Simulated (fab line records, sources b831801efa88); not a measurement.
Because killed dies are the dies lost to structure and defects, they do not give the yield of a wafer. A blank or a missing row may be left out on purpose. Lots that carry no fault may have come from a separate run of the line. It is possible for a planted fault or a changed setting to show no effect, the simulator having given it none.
The tool behind it: which one?	flow gf180mcu	39 wafers from 13 lots sampled at 4 of the route's 602 steps

WHAT EACH GAUGE READ, for each wafer
GF_PASSIVATION_BOW_MEAS_14.
lot	measured	on	PASSIVATION_BOW (um)
L261	day 29 00:48	filmMetro-01	153 153 142
L262	day 29 13:00	filmMetro-04	131 124 115
L263	day 29 15:31	filmMetro-04	130 144 140
L266	day 30 13:21	filmMetro-03	130 150 145
L267	day 30 18:10	filmMetro-03	123 117 148
L269	day 31 11:53	filmMetro-01	123 123 122
L270	day 31 13:24	filmMetro-04	143 144 156
L271	day 32 02:47	filmMetro-03	127 129 123
L272	day 32 04:59	filmMetro-01	123 129 133
L274	day 32 19:26	filmMetro-03	134 127 117
L277	day 33 08:02	filmMetro-04	121 132 139
L281	day 34 07:23	filmMetro-03	125 125 133
L282	day 34 12:46	filmMetro-01	132 131 140

WHICH TOOL RAN EACH LOT (tool, then ch and the chambers of the sampled wafers, then the start)
lot	GF_STI_STRIP_15	GF_V5_SPUTTER_22	GF_V5_CMP_26
L261	plasmaAsher-03 ch 0,1, day 2 03:19	pvdSputter-03, day 27 05:19	cmp-02 ch 0,1, day 27 05:38
L262	plasmaAsher-03 ch 0,1, day 2 06:16	pvdSputter-04, day 27 16:48	cmp-01 ch 0,1,2, day 27 17:08
L263	plasmaAsher-01 ch 0,1, day 2 11:58	pvdSputter-03, day 27 20:54	cmp-02 ch 0,1,3, day 27 21:20
L266	plasmaAsher-04 ch 0,1, day 3 03:01	pvdSputter-03, day 28 19:14	cmp-02 ch 0,1,3, day 28 19:34
L267	plasmaAsher-03 ch 0,1, day 3 08:25	pvdSputter-04, day 29 01:06	cmp-01 ch 1,2,3, day 29 01:39
L269	plasmaAsher-04 ch 0,1, day 3 19:50	pvdSputter-04, day 29 19:26	cmp-02 ch 0,2,3, day 29 19:47
L270	plasmaAsher-04 ch 0,1, day 3 23:55	pvdSputter-03, day 29 20:35	cmp-02 ch 1,2,3, day 29 20:55
L271	plasmaAsher-03 ch 0,1, day 4 04:27	pvdSputter-03, day 30 12:06	cmp-01 ch 1,2,3, day 30 12:35
L272	plasmaAsher-03 ch 0,1, day 4 11:56	pvdSputter-04, day 30 13:55	cmp-01 ch 0,1,3, day 30 14:14
L274	plasmaAsher-04 ch 0,1, day 4 19:52	pvdSputter-02, day 31 06:12	cmp-02 ch 0,2,3, day 31 06:32
L277	plasmaAsher-01 ch 0,1, day 5 12:04	pvdSputter-03, day 31 20:14	cmp-02 ch 1,2, day 31 20:34
L281	plasmaAsher-03 ch 0,1, day 6 09:01	pvdSputter-02, day 32 20:44	cmp-02 ch 1,2,3, day 32 21:07
L282	plasmaAsher-03 ch 0,1, day 6 14:09	pvdSputter-03, day 33 01:17	cmp-02 ch 0,2,3, day 33 02:55
- GF_STI_STRIP_15: strips in O2/N2.
- GF_V5_SPUTTER_22: material TiN, target thk 10 nm, time 40 s.
- GF_V5_CMP_26: polishes, stops on SiO2, t overpolish 15 s, target thk 0 nm.

AS READ BY THE TOOLS THEMSELVES (means over the sampled wafers that have a number; for cases with no such wafer, the mark the record gives instead)
GF_STI_STRIP_15.
lot	tool	drypumpMotorCurrentA (A)	heaterPowerW (W)	oesProductAu (a.u.)	platenTempC (C)	stripTimeToEndpointS (s)
L261	plasmaAsher-03	5.9	290	0.383	249.99	3.64
L262	plasmaAsher-03	5.9	289	0.377	250.13	3.63
L263	plasmaAsher-01	6.0	307	0.388	249.86	3.69
L266	plasmaAsher-04	5.7	316	0.386	250.10	3.75
L267	plasmaAsher-03	6.1	279	0.385	249.88	3.74
L269	plasmaAsher-04	5.7	320	0.380	249.78	3.70
L270	plasmaAsher-04	5.7	319	0.384	250.19	3.72
L271	plasmaAsher-03	5.9	291	0.387	249.87	3.76
L272	plasmaAsher-03	6.1	280	0.382	250.04	3.71
L274	plasmaAsher-04	5.7	314	0.384	250.26	3.67
L277	plasmaAsher-01	6.1	310	0.375	249.83	3.73
L281	plasmaAsher-03	5.9	305	0.381	249.91	3.67
L282	plasmaAsher-03	6.1	282	0.388	250.04	3.72

GF_V5_SPUTTER_22.
lot	tool	throttleValvePct (%)
L261	pvdSputter-03	29.0
L262	pvdSputter-04	30.0
L263	pvdSputter-03	30.1
L266	pvdSputter-03	29.3
L267	pvdSputter-04	30.3
L269	pvdSputter-04	30.1
L270	pvdSputter-03	29.1
L271	pvdSputter-03	29.5
L272	pvdSputter-04	30.3
L274	pvdSputter-02	29.7
L277	pvdSputter-03	29.4
L281	pvdSputter-02	29.5
L282	pvdSputter-03	29.1

GF_V5_CMP_26.
lot	tool	edgeZonePressureFrac	motorCurrentA (A)	overpolishRunS (s)	timeToEndpointS (s)
L261	cmp-02	1.004	13.5	15.007	82
L262	cmp-01	1.003	10.7	15.000	82
L263	cmp-02	0.999	12.9	15.005	84
L266	cmp-02	0.994	13.6	15.003	87
L267	cmp-01	1.001	9.7	15.002	86
L269	cmp-02	0.995	11.9	15.001	90
L270	cmp-02	0.998	12.6	15.004	85
L271	cmp-01	0.997	9.9	15.002	84
L272	cmp-01	1.001	10.2	15.012	82
L274	cmp-02	1.002	12.5	15.006	90
L277	cmp-02	1.004	11.4	14.998	84
L281	cmp-02	0.997	12.5	14.990	86
L282	cmp-02	0.999	12.1	14.998	90

THE ANSWER, worked out from the rows above alone
Rule: what is usual is taken from the lots themselves. Put in order of their means at a reading, lots are off if they are a third of the lots or fewer, leave a main group of 4 or more, and stand apart from it by a gap of 3 or more times the standard deviation of the main group's means; of several such gaps the widest counts. A main group is skipped when, at the precision printed for the reading in the tables above, its means are all equal. Also off: a lot with no number at a reading for which 4 or more lots have one. Where the step has rows for the other lots, those lots are counted as sound. First the gauges in route order, then the tools' own readings, where a lot's mean is used as printed above. At the first step where some lot is off, the reading lying furthest off is the one used; lots without a number count as furthest.
Nothing can be told from this: no lot is off at any reading shown.

WHAT WAS PUT IN BY THE SIMULATOR
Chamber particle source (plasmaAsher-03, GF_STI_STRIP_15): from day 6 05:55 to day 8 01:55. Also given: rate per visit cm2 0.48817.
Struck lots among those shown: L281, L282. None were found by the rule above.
